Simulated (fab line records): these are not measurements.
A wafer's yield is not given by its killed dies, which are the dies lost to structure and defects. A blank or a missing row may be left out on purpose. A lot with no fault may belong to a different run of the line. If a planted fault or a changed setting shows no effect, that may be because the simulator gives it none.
What tool caused it? -- flow sky130 -- 13 lots with 39 wafers sampled at 5 steps, on a route of 708 steps

WHAT THE GAUGES READ, wafer by wafer
SKY_FIELD_ISO_BOW_MEAS_00.
lot,measured,on,INCOMING_BOW (um)
L756,day 1 15:00,film_metro-04,4 3 4
L757,day 1 20:00,film_metro-04,-6 -8 0
L761,day 2 16:02,film_metro-03,-4 0 1
L762,day 2 21:00,film_metro-03,-2 -5 -4
L763,day 3 02:01,film_metro-04,-1 -14 -6
L765,day 3 12:01,film_metro-03,-8 -5 8
L767,day 3 22:00,film_metro-01,9 -5 -3
L770,day 4 13:00,film_metro-03,-10 1 -10
L771,day 4 18:02,film_metro-04,-4 9 15
L773,day 5 04:01,film_metro-03,8 1 -4
L776,day 5 19:01,film_metro-03,0 -11 0
L777,day 6 00:04,film_metro-01,0 13 1
L778,day 6 05:00,film_metro-04,4 2 2

SKY_NWELL_OVL_MEAS_10.
lot,measured,on,NWELL_00_OVL (nm)
L756,day 4 19:13,overlay-02,-0.5 -0.7 -1.1
L757,day 5 02:11,overlay-02,-0.8 -0.9 -2.9
L761,day 6 14:04,overlay-01,-3.1 -1.6 -2.0
L762,day 6 14:35,overlay-01,3.8 0.0 1.6
L763,day 7 10:11,overlay-01,-0.2 1.0 0.9
L765,day 7 10:32,overlay-02,0.5 -0.8 -1.3
L767,day 8 07:10,overlay-02,-1.9 -0.6 -1.3
L770,day 8 22:19,overlay-02,2.2 2.8 1.8
L771,day 8 21:37,overlay-02,-1.6 0.6 -0.2
L773,day 9 08:15,overlay-01,-2.2 0.2 0.7
L776,day 9 22:02,overlay-02,-2.0 -1.5 -1.3
L777,day 9 22:00,overlay-02,1.3 2.0 -1.0
L778,day 10 07:02,overlay-02,-1.1 -0.1 -1.1

SKY_SONOS_TUNNEL_TW_MEAS_12.
lot,measured,on,SONOS_TUNNEL_TW
L756,day 11 16:35,film_metro-04,195.2 195.7 196.4
L757,day 12 01:50,film_metro-04,196.0 195.9 195.7
L761,day 14 03:58,film_metro-03,195.3 195.5 195.1
L762,day 14 06:40,film_metro-03,194.0 194.0 194.2
L763,day 15 09:04,film_metro-02,197.4 197.8 197.7
L765,day 15 12:02,film_metro-03,193.9 193.6 192.9
L767,day 16 13:56,film_metro-04,198.2 197.6 198.0
L770,day 17 09:33,film_metro-02,197.0 196.7 196.3
L771,day 17 08:07,film_metro-02,196.7 196.7 197.8
L773,day 17 22:44,film_metro-04,196.0 196.9 196.7
L776,day 18 17:22,film_metro-03,195.1 195.1 195.1
L777,day 18 15:43,film_metro-03,194.8 194.8 194.9
L778,day 19 05:20,film_metro-02,198.7 199.0 197.7

WHAT TOOL EACH LOT RAN ON (gives the tool, then ch and the chambers of the sampled wafers, and finally the start)
lot,SKY_VT_ADJUST_LVTN_COAT_02,SKY_VT_ADJUST_LVTN_STRIP_09
L756,"litho_track-03 ch 0, day 6 15:52","plasma_asher-01 ch 0,1, day 7 01:52"
L757,"litho_track-02 ch 0, day 6 22:10","plasma_asher-02 ch 0,1, day 7 08:25"
L761,"litho_track-03 ch 0, day 8 17:40","plasma_asher-04 ch 0,1, day 9 05:09"
L762,"litho_track-01 ch 0, day 8 19:08","plasma_asher-01 ch 0,1, day 9 06:43"
L763,"litho_track-01 ch 0, day 9 15:55","plasma_asher-01 ch 0,1, day 10 02:25"
L765,"litho_track-03 ch 0, day 9 18:29","plasma_asher-01 ch 0,1, day 10 05:40"
L767,"litho_track-02 ch 0, day 10 14:46","plasma_asher-01 ch 0,1, day 11 02:43"
L770,"litho_track-01 ch 0, day 11 06:35","plasma_asher-04 ch 0,1, day 11 19:40"
L771,"litho_track-02 ch 0, day 11 06:13","plasma_asher-04 ch 0,1, day 11 19:21"
L773,"litho_track-01 ch 0, day 11 18:28","plasma_asher-01 ch 0,1, day 12 05:55"
L776,"litho_track-03 ch 0, day 12 09:05","plasma_asher-04 ch 0,1, day 12 22:13"
L777,"litho_track-02 ch 0, day 12 07:56","plasma_asher-01 ch 0,1, day 12 21:05"
L778,"litho_track-02 ch 0, day 12 18:07","plasma_asher-04 ch 0,1, day 13 07:28"
- SKY_VT_ADJUST_LVTN_COAT_02: resist thk 3000 nm.
- SKY_VT_ADJUST_LVTN_STRIP_09: strips in O2/N2.

AS READ BY THE TOOLS THEMSELVES (means over the sampled wafers that have a number; for cases with no such wafer, the mark the record gives instead)
SKY_VT_ADJUST_LVTN_COAT_02.
lot,tool,resist_line_temp_C (C)
L756,litho_track-03,22.85
L757,litho_track-02,23.11
L761,litho_track-03,23.02
L762,litho_track-01,22.96
L763,litho_track-01,22.98
L765,litho_track-03,23.22
L767,litho_track-02,22.99
L770,litho_track-01,23.07
L771,litho_track-02,22.97
L773,litho_track-01,23.10
L776,litho_track-03,23.16
L777,litho_track-02,23.10
L778,litho_track-02,23.04

SKY_VT_ADJUST_LVTN_STRIP_09.
lot,tool,drypump_motor_current_A (A),oes_product_au (a.u.),strip_time_to_endpoint_s (s)
L756,plasma_asher-01,5.4,0.722,36.90
L757,plasma_asher-02,5.5,0.721,36.76
L761,plasma_asher-04,5.6,0.722,36.91
L762,plasma_asher-01,5.2,0.725,37.04
L763,plasma_asher-01,5.4,0.725,37.07
L765,plasma_asher-01,5.5,0.721,36.91
L767,plasma_asher-01,5.2,0.725,36.96
L770,plasma_asher-04,5.4,0.723,35.34
L771,plasma_asher-04,5.4,0.726,37.04
L773,plasma_asher-01,5.2,0.716,35.73
L776,plasma_asher-04,5.4,0.723,37.03
L777,plasma_asher-01,5.5,0.721,36.94
L778,plasma_asher-04,5.4,0.722,37.02

THE ANSWER, worked out from the rows above alone
Rule: usual is defined by the lots themselves. Put in order of their means at a reading, lots are off if they are a third of the lots or fewer, leave a main group of 4 or more, and stand apart from it by a gap of 3 or more times the standard deviation of the main group's means; of several such gaps the widest counts. Not used: any main group whose means are identical at the precision the tables above print for the reading. A lot without any number at a reading at which 4 lots or more have one is off too. Any other lot the step has rows for is counted as sound. Order of review: gauges by route order, followed by the tools' own readings, for which a lot's mean as printed above is used. The first step at which some lot is off is used, and at that step the reading that is off furthest; a lot without a number counts as furthest.
Off at SKY_VT_ADJUST_LVTN_STRIP_09 (strip_time_to_endpoint_s): L770, L773. Mean 36.96 s and standard deviation 0.087 in the main group.
If a tool, at that step or one of the process steps before it, ran each lot that is off and ran no sound lot following the first of them, it fits. One fits: litho_track-01 at SKY_VT_ADJUST_LVTN_COAT_02. A fault onset in the window from L763 (day 9 15:55, its last sound lot) to L770 (day 11 06:35, its first lot off) fits.

WHAT THE SIMULATOR PUT IN
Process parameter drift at SKY_VT_ADJUST_LVTN_COAT_02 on litho_track-01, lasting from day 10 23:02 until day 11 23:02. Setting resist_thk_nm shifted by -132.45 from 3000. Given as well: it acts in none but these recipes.
Struck lots among those shown: L770, L773. The rule given above showed the same thing.
